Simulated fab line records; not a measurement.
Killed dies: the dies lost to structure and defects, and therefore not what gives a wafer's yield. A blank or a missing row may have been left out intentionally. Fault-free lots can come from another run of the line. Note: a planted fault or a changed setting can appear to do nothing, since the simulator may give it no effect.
Matching of chambers -- flow gf180mcu -- 4 sister chambers for GF_V1_ETCH_16 on rieDiel-04
The step etches BARC in N2/H2. 8 wafers are shown with their chamber, then 7 later ones without.

== WAFERS PAIRED WITH THEIR CHAMBERS ==
wafer,chamber,drypumpMotorCurrentA (A),oesProductAu (a.u.)
L079.3,0,5.7,0.854
L079.6,2,5.5,0.857
L087.6,1,4.8,0.858
L090.1,1,4.8,0.854
L090.2,2,5.5,0.857
L090.5,3,5.8,0.855
L092.1,3,5.8,0.844
L092.2,0,5.8,0.857

== WAFERS WITHOUT THEIR CHAMBER ==
wafer,drypumpMotorCurrentA (A),oesProductAu (a.u.)
L092.5,5.5,0.852
L095.1,5.7,0.852
L095.2,4.8,0.861
L095.3,5.5,0.856
L095.4,5.8,0.849
L095.5,5.5,0.853
L095.6,5.8,0.852

== WHICH CHAMBER EACH WENT THROUGH ==
wafer,from the rows above,in truth
L092.5,2,2
L095.1,can't be placed: 0 or 3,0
L095.2,1,1
L095.3,2,2
L095.4,can't be placed: 3 or 0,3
L095.5,2,2
L095.6,can't be placed: 3 or 0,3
Placed correctly: 4 of 7. Can't be placed from these rows: 3 (the true chamber is among the candidates in 3). Number placed wrongly: 0.
How it was worked out, from the rows above alone: a wafer's distance from a chamber is the root of the sum, over the readings, of the square of ((its reading less the chamber's mean) divided by the reading's scatter). The wafer belongs to the nearest chamber; if the next one is less than 2 further off, it can't be placed. Each chamber's mean is taken over the wafers shown for it. How the scatter is found: for the shown wafers, subtract from each reading the mean of its chamber, square and add these, divide the total by (wafers less chambers), then take the root.
